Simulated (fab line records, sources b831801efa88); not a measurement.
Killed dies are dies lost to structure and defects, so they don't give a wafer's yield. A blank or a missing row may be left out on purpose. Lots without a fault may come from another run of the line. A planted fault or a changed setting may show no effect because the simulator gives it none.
Which tool did it? | flow sky130 | 12 lots, 36 wafers sampled, at 1 step of a route of 708

WHAT THE GAUGES READ, wafer by wafer
SKY_VIA1_CD_MEAS_12: target cd 150 nm.
lot  | measured     | on        | cd_nm (nm)
L104 | day 33 22:49 | cd_sem-01 | 152.1 151.7 150.2
L107 | day 35 02:22 | cd_sem-01 | 149.0 148.1 148.1
L112 | day 36 12:42 | cd_sem-02 | 150.3 148.6 149.5
L114 | day 37 11:43 | cd_sem-02 | 152.2 150.7 151.8
L116 | day 37 16:25 | cd_sem-02 | 149.8 150.0 149.6
L117 | day 38 10:23 | cd_sem-02 | 149.2 147.7 147.9
L118 | day 38 17:26 | cd_sem-01 | 151.2 150.4 152.2
L119 | day 39 04:10 | cd_sem-01 | 148.2 146.2 147.4
L120 | day 39 04:52 | cd_sem-01 | 146.9 147.4 145.8
L125 | day 40 10:20 | cd_sem-01 | 151.0 148.3 149.0
L126 | day 41 14:35 | cd_sem-01 | 152.0 150.7 151.3
L127 | day 41 15:32 | cd_sem-02 | 150.5 152.9 152.3

WHICH TOOL RAN EACH LOT (tool, then ch and the chambers of the sampled wafers, then the start)
The record holds no process step before these readings.

WHAT THE TOOLS THEMSELVES READ (means of the sampled wafers that have a number; where no wafer has one, the mark that the record gives instead)
The record holds no such reading with a usual standard deviation.

THE ANSWER, worked out from the rows above alone
Rule: what is usual is taken from the lots themselves. Put in order of their means at a reading, lots are off if they are a third of the lots or fewer, leave a main group of 4 or more, and stand apart from it by a gap of 3 or more times the standard deviation of the main group's means; of several such gaps the widest counts. A main group whose means are all the same, to the digits that the tables above print for the reading, isn't used. A lot without any number at a reading at which 4 lots or more have one is off too. The other lots that the step has rows for count as sound. The gauges are gone through in route order, then the tools' own readings, and for those a lot's mean is taken as printed above. The first step at which some lot is off is used, and at that step the reading that is off furthest; a lot without a number counts as furthest.
No lot is off at any reading shown: from this, nothing can be told.

WHAT THE SIMULATOR HAD PUT IN
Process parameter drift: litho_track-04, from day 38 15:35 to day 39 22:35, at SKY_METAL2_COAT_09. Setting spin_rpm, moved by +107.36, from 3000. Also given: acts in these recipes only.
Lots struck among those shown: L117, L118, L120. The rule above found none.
